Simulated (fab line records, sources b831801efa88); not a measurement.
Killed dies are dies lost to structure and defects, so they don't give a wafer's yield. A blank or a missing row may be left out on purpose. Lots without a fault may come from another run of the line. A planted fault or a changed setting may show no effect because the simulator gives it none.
fab line records | flow gf180mcu
record lots=15 wafers=45 last_day=34
route steps=602 shown CONTACT@291 M1@317
lots that met no fault: from a run of the same line without faults
start_h: hours from the record's first day to the start of the lot's first wafer shown | wait_h: hours since the lot's step before | " the same as in the row above | L1.1+2: a row that stands for several wafers | - no value, or no start given | * or withheld: withheld | < > ~ a bound
route shown NAME@n: a module of which the file shows steps, and the number in the route of the first | usual: mean/standard deviation of fault-free wafers | same: alike in all rows | chamber/n: place in a boat | sites: the reading at each site | _std_site: their standard deviation | _edge_site: outer sites' mean less inner sites' | radius_mm: how far each site lies from the wafer's centre | mask NAME#n: copy n | behind: the tool/chamber that last shaped the wafer | hold: why the lot was held/for how many hours/how that ended | device: the transistor (n, p or np) that didn't switch | end of line: the same wafers' tests at the end of the route | a step without rows: its recipe alone | killed: dies lost to structure and defects at the first sort, not the wafer's yield | map: a wafer's dies, x killed, . not, _ none there
set.NAME: the setting as run; set.NAME@STEP: as run at that earlier step | model.NAME: the simulator's own value behind a step, which no gauge read
steps of the route over a sample of lots; a table a step, a row a wafer
services: from which hour (start_h, from the record's first day; less than 0 if before it) a tool's chamber was out of use, for how many hours, and why
## steps
# step GF_CONTACT_CMP_04
# recipe material=SiO2 down_force_psi=4 platen_rpm=60 pad_velocity_m_s=0.94248
# usual motor_current_A=11.7/0.9 time_to_endpoint_s=110/5.7
# columns lot.wafer tool chamber start_h wait_h motor_current_A time_to_endpoint_s
L306.2 cmp-02 2 341.72 0.1 11.3 106
L306.3 " 3 " " 11.4 107
L306.5 " 1 " " 12.1 104
L308.4 cmp-02 3 362.28 0.1 11.9 122
L308.2 " 1 " " 12.7 118
L308.5 " 3 " " 11.7 117
L309.4 cmp-02 0 367.17 0.0 10.4 115
L309.1 " 2 " " 11.7 113
L309.6 " 0 " " 10.9 119
L310.2 cmp-01 0 379.85 0.0 10.8 101
L310.3 " 1 " " 11.6 101
L310.6 " 1 " " 11.8 107
L311.2 cmp-02 2 382.49 0.0 11.6 115
L311.3 " 0 " " 11.1 117
L311.6 " 2 " " 10.6 124
L315.2 cmp-02 2 430.13 0.0 11.3 108
L315.4 " 0 " " 10.7 116
L315.5 " 3 " " 11.8 116
L317.3 cmp-01 1 454.89 0.1 11.7 105
L317.2 " 3 " " 10.9 102
L317.5 " 0 " " 10.3 110
L318.3 cmp-01 3 462.70 0.0 11.7 100
L318.4 " 1 " " 12.2 109
L318.1 " 2 " " 13.6 99
L319.2 cmp-01 2 471.50 0.2 13.9 107
L319.5 " 3 " " 11.9 111
L319.6 " 0 " " 10.6 116
L321.2 cmp-02 2 483.00 0.0 11.4 99
L321.4 " 0 " " 11.3 108
L321.6 " 2 " " 10.8 104
L320.3 cmp-01 0 484.01 0.0 10.4 108
L320.2 " 1 " " 11.5 106
L320.6 " 1 " " 11.6 110
L322.4 cmp-01 2 487.47 0.1 14.5 111
L322.3 " 3 " " 11.1 109
L322.2 " 0 " " 10.2 108
L325.3 cmp-02 1 511.66 0.0 12.7 110
L325.1 " 2 " " 10.9 107
L325.6 " 1 " " 12.7 113
L328.3 cmp-01 2 539.61 0.1 14.2 103
L328.4 " 3 " " 11.1 107
L328.5 " 1 " " 12.3 112
L329.4 cmp-02 2 543.11 0.1 11.3 110
L329.1 " 0 " " 10.4 104
L329.5 " 1 " " 12.5 113
# step GF_CONTACT_CVD_24
# recipe material=W target_thk_nm=300 time_s=90.339 temp_c=400 pressure_torr=40
# usual heater_power_w=849/37
# columns lot.wafer tool chamber start_h wait_h heater_power_w
L306.2 cvd_w-02 0 365.44 0.0 781
L306.3 " 1 " " 876
L306.5 " 1 " " 876
L308.2 cvd_w-02 0 386.36 0.0 797
L308.4 " 0 " " 771
L308.5 " 0 " " 769
L309.1 cvd_w-02 0 390.95 0.0 794
L309.4 " 1 " " 891
L309.6 " 0 " " 813
L310.2 cvd_w-01 1 404.51 0.0 838
L310.3 " 0 " " 847
L310.6 " 1 " " 867
L311.2 cvd_w-01 0 407.30 0.0 892
L311.3 " 0 " " 870
L311.6 " 0 " " 845
L315.2 cvd_w-01 1 456.07 0.0 842
L315.4 " 1 " " 844
L315.5 " 1 " " 859
L317.2 cvd_w-01 0 479.82 0.0 857
L317.3 " 1 " " 860
L317.5 " 0 " " 855
L318.1 cvd_w-02 1 487.95 0.0 871
L318.3 " 1 " " 892
L318.4 " 0 " " 786
L319.2 cvd_w-01 1 496.74 0.0 873
L319.5 " 1 " " 860
L319.6 " 0 " " 868
L321.2 cvd_w-02 0 507.60 0.0 774
L321.4 " 1 " " 899
L321.6 " 1 " " 890
L320.2 cvd_w-02 0 509.01 0.0 790
L320.3 " 1 " " 889
L320.6 " 0 " " 797
L322.2 cvd_w-02 0 511.60 0.0 786
L322.3 " 1 " " 890
L322.4 " 0 " " 790
L325.1 cvd_w-02 1 536.66 0.0 903
L325.3 " 0 " " 789
L325.6 " 1 " " 889
L328.3 cvd_w-01 1 563.09 0.1 860
L328.4 " 0 " " 830
L328.5 " 1 " " 863
L329.1 cvd_w-01 1 566.45 0.0 864
L329.4 " 1 " " 851
L329.5 " 1 " " 881
# step GF_CONTACT_THK_MEAS_26
# recipe thk_meas_gauge=xrf reads=W_of_CONTACT_CVD_24
# usual CONTACT_W_THK=297/4.5
# columns lot.wafer tool chamber start_h wait_h CONTACT_W_THK[nm]
L306.2 film_metro-02 - 365.67 0.1 302
L306.3 " - " " 295
L306.5 " - " " 297
L308.2 film_metro-03 - 386.59 0.1 298
L308.4 " - " " 300
L308.5 " - " " 302
L309.1 film_metro-03 - 391.17 0.1 304
L309.4 " - " " 298
L309.6 " - " " 304
L310.2 film_metro-02 - 404.74 0.1 295
L310.3 " - " " 295
L310.6 " - " " 298
L311.2 film_metro-02 - 407.53 0.1 305
L311.3 " - " " 301
L311.6 " - " " 299
L315.2 film_metro-01 - 456.30 0.1 295
L315.4 " - " " 297
L315.5 " - " " 294
L317.2 film_metro-03 - 480.05 0.1 290
L317.3 " - " " 294
L317.5 " - " " 292
L318.1 film_metro-01 - 488.17 0.1 294
L318.3 " - " " 292
L318.4 " - " " 299
L319.2 film_metro-01 - 496.97 0.1 294
L319.5 " - " " 295
L319.6 " - " " 291
L321.2 film_metro-01 - 507.83 0.1 299
L321.4 " - " " 292
L321.6 " - " " 292
L320.2 film_metro-02 - 509.24 0.1 303
L320.3 " - " " 297
L320.6 " - " " 301
L322.2 film_metro-03 - 511.83 0.1 304
L322.3 " - " " 292
L322.4 " - " " 299
L325.1 film_metro-02 - 536.88 0.1 294
L325.3 " - " " 302
L325.6 " - " " 297
L328.3 film_metro-03 - 563.30 0.1 293
L328.4 " - " " 295
L328.5 " - " " 295
L329.1 film_metro-02 - 566.67 0.1 298
L329.4 " - " " 300
L329.5 " - " " 296
# step GF_M1_SPUTTER_02
# recipe material=AlCu target_thk_nm=450 power_w=10600 time_s=23.9 chamber_pressure_pa=0.4
# usual cathode_dc_power_W=10600/1.9 chamber_pressure_pa=0.4000/0.0008 throttle_valve_pct=29.9/1.1
# columns lot.wafer tool chamber start_h wait_h cathode_dc_power_W chamber_pressure_pa throttle_valve_pct
L306.2 pvd_sputter-02 - 366.15 0.0 10598 0.3993 30.8
L306.3 " - " " 10604 0.3994 31.5
L306.5 " - " " 10602 0.4006 30.0
L308.2 pvd_sputter-01 - 387.07 0.0 - - -
L308.4 " - " " - - -
L308.5 " - " " - - -
L309.1 pvd_sputter-02 - 391.66 0.0 - - -
L309.4 " - " " - - -
L309.6 " - " " - - -
L310.2 pvd_sputter-02 - 405.22 0.0 - - -
L310.3 " - " " - - -
L310.6 " - " " - - -
L311.2 pvd_sputter-02 - 408.01 0.0 10598 0.3995 29.0
L311.3 " - " " 10603 0.3997 29.9
L311.6 " - " " 10602 0.4010 28.7
L315.2 pvd_sputter-03 - 456.78 0.0 10602 0.3997 29.7
L315.4 " - " " 10600 0.4009 29.8
L315.5 " - " " 10599 0.4010 29.8
L317.2 pvd_sputter-01 - 480.53 0.0 10601 0.4004 27.9
L317.3 " - " " 10598 0.3999 28.5
L317.5 " - " " 10600 0.4007 29.3
L318.1 pvd_sputter-01 - 488.66 0.0 10600 0.3995 29.1
L318.3 " - " " 10598 0.4022 27.8
L318.4 " - " " 10602 0.3992 28.8
L319.2 pvd_sputter-02 - 497.45 0.0 10600 0.3993 28.7
L319.5 " - " " 10599 0.4010 31.4
L319.6 " - " " 10602 0.3987 30.5
L321.2 pvd_sputter-01 - 508.31 0.0 10600 0.3999 28.6
L321.4 " - " " 10599 0.4000 29.3
L321.6 " - " " 10599 0.3992 28.9
L320.2 pvd_sputter-03 - 509.72 0.0 10601 0.4007 30.0
L320.3 " - " " 10599 0.3990 30.2
L320.6 " - " " 10602 0.4012 30.8
L322.2 pvd_sputter-01 - 512.39 0.0 10601 0.3989 28.9
L322.3 " - " " 10598 0.3998 30.5
L322.4 " - " " 10600 0.4007 27.7
L325.1 pvd_sputter-02 - 537.37 0.0 10601 0.4011 31.3
L325.3 " - " " 10598 0.4005 30.7
L325.6 " - " " 10597 0.3993 31.0
L328.3 pvd_sputter-01 - 563.77 0.0 10603 0.4001 28.7
L328.4 " - " " 10601 0.3995 29.3
L328.5 " - " " 10602 0.4006 30.2
L329.1 pvd_sputter-02 - 567.17 0.0 10602 0.3992 31.3
L329.4 " - " " 10600 0.4003 30.2
L329.5 " - " " 10602 0.3998 31.4
# step GF_M1_RS_MEAS_05
# recipe thk_meas_gauge=four-point-probe reads=TiN_of_M1_SPUTTER_04+Ti_of_M1_SPUTTER_03+AlCu_of_M1_SPUTTER_02+TiN_of_M1_SPUTTER_01+Ti_of_M1_SPUTTER_00
# usual M1_ALCU_RS=0.0693/0.00067
# columns lot.wafer tool chamber start_h wait_h M1_ALCU_RS[ohm/sq]
L306.2 film_metro-04 - 366.26 0.0 0.0693
L306.3 " - " " 0.0696
L306.5 " - " " 0.0688
L308.2 film_metro-04 - 387.18 0.0 7.1352
L308.4 " - " " 7.0749
L308.5 " - " " 7.0969
L309.1 film_metro-01 - 391.75 0.0 7.2135
L309.4 " - " " 7.2004
L309.6 " - " " 7.2018
L310.2 film_metro-04 - 405.33 0.0 7.1126
L310.3 " - " " 7.1280
L310.6 " - " " 7.1258
L311.2 film_metro-04 - 408.12 0.0 0.0704
L311.3 " - " " 0.0699
L311.6 " - " " 0.0698
L315.2 film_metro-03 - 456.89 0.0 0.0699
L315.4 " - " " 0.0692
L315.5 " - " " 0.0700
L317.2 film_metro-01 - 480.64 0.0 0.0678
L317.3 " - " " 0.0687
L317.5 " - " " 0.0686
L318.1 film_metro-01 - 488.75 0.0 0.0689
L318.3 " - " " 0.0694
L318.4 " - " " 0.0694
L319.2 film_metro-04 - 497.56 0.0 0.0691
L319.5 " - " " 0.0691
L319.6 " - " " 0.0692
L321.2 film_metro-03 - 508.42 0.0 0.0689
L321.4 " - " " 0.0689
L321.6 " - " " 0.0692
L320.2 film_metro-01 - 509.83 0.0 0.0692
L320.3 " - " " 0.0692
L320.6 " - " " 0.0706
L322.2 film_metro-01 - 512.50 0.0 0.0683
L322.3 " - " " 0.0681
L322.4 " - " " 0.0683
L325.1 film_metro-04 - 537.46 0.0 0.0689
L325.3 " - " " 0.0693
L325.6 " - " " 0.0697
L328.3 film_metro-01 - 563.90 0.1 0.0689
L328.4 " - " " 0.0693
L328.5 " - " " 0.0687
L329.1 film_metro-03 - 567.26 0.0 0.0690
L329.4 " - " " 0.0689
L329.5 " - " " 0.0694
# step GF_M1_THK_MEAS_06
# recipe thk_meas_gauge=xrf reads=AlCu_of_M1_SPUTTER_02
# usual M1_ALCU_THK=454/5
# columns lot.wafer tool chamber start_h wait_h M1_ALCU_THK[nm]
L306.2 film_metro-04 - 366.37 0.1 455
L306.3 " - " " 452
L306.5 " - " " 458
L308.2 film_metro-04 - 387.29 0.1 <0
L308.4 " - " " <0
L308.5 " - " " <0
L309.1 film_metro-01 - 391.87 0.1 <0
L309.4 " - " " <0
L309.6 " - " " <0
L310.2 film_metro-04 - 405.44 0.1 <0
L310.3 " - " " <0
L310.6 " - " " <0
L311.2 film_metro-04 - 408.23 0.1 450
L311.3 " - " " 453
L311.6 " - " " 453
L315.2 film_metro-03 - 457.00 0.1 445
L315.4 " - " " 449
L315.5 " - " " 446
L317.2 film_metro-01 - 480.75 0.1 465
L317.3 " - " " 458
L317.5 " - " " 460
L318.1 film_metro-01 - 488.87 0.1 456
L318.3 " - " " 454
L318.4 " - " " 457
L319.2 film_metro-04 - 497.67 0.1 454
L319.5 " - " " 453
L319.6 " - " " 455
L321.2 film_metro-03 - 508.53 0.1 455
L321.4 " - " " 457
L321.6 " - " " 454
L320.2 film_metro-01 - 509.94 0.1 456
L320.3 " - " " 456
L320.6 " - " " 446
L322.2 film_metro-01 - 512.61 0.1 458
L322.3 " - " " 462
L322.4 " - " " 458
L325.1 film_metro-04 - 537.58 0.1 458
L325.3 " - " " 456
L325.6 " - " " 455
L328.3 film_metro-01 - 564.00 0.1 458
L328.4 " - " " 455
L328.5 " - " " 457
L329.1 film_metro-03 - 567.38 0.1 452
L329.4 " - " " 453
L329.5 " - " " 448
## services
# columns tool chamber start_h hours kind
pvd_sputter-02 - 319.46 6.3 repair
cvd_w-02 - 334.26 9.6 repair
cvd_w-02 1 362.86 1.4 repair
cvd_w-02 - 381.22 0.8 repair
cvd_w-01 - 390.00 14.0 pm
cvd_w-01 0 390.00 14.0 vent_cycle
cvd_w-01 1 390.00 14.0 vent_cycle
cmp-01 - 392.28 2.1 repair
pvd_sputter-01 - 397.90 5.5 repair
cvd_w-01 0 404.00 - clean
cvd_w-01 1 404.00 - clean
cmp-02 - 404.27 4.0 pm
cmp-02 - 408.27 - consumable_replace:conditioner
cmp-02 - 408.27 - consumable_replace:pad
pvd_sputter-01 - 412.35 1.8 repair
pvd_sputter-02 0 419.84 - consumable_replace:kit
pvd_sputter-02 0 419.84 18.0 scheduled_down
cmp-02 - 424.53 4.5 pm
cvd_w-01 - 448.26 2.8 pm
cmp-02 - 450.98 14.9 pm
cmp-02 - 476.17 4.2 pm
cmp-01 - 487.98 3.7 pm
cmp-01 - 492.55 3.7 repair
cmp-01 - 505.17 1.8 repair
## key
first_sign step=GF_M1_SPUTTER_02 reading=tool_record direction=missing
effect step=GF_M1_RS_MEAS_05 reading=M1_ALCU_RS direction=up sigmas=99+ usual=0.0693 struck=7.1432
effect step=GF_M1_THK_MEAS_06 reading=M1_ALCU_THK direction=down sigmas=91 usual=454 struck=<0
met_at GF_M1_SPUTTER_02
struck_lots L308,L309,L310
later_rows_left_out L308.2,L308.4,L308.5,L309.1,L309.4,L309.6,L310.2,L310.3,L310.6
sort_left_out L308.2,L308.4,L308.5,L309.1,L309.4,L309.6,L310.2,L310.3,L310.6
not_acting_at GF_CONTACT_CMP_04,GF_CONTACT_CVD_24,GF_CONTACT_THK_MEAS_26
onset_between 366.15 387.07
fault kind=skipped_step_whole tool=pvd_sputter-01,pvd_sputter-02 chamber=- onset_h=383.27 steps=GF_M1_SPUTTER_02 scope=struck_lots_only
# sort_left_out: the simulated sort isn't trusted on such a fault, so these wafers' sort isn't shown, and their yield isn't known
# later_rows_left_out: the simulator's readings of these wafers behind a module that went badly wrong aren't trusted and aren't shown, but for the sort
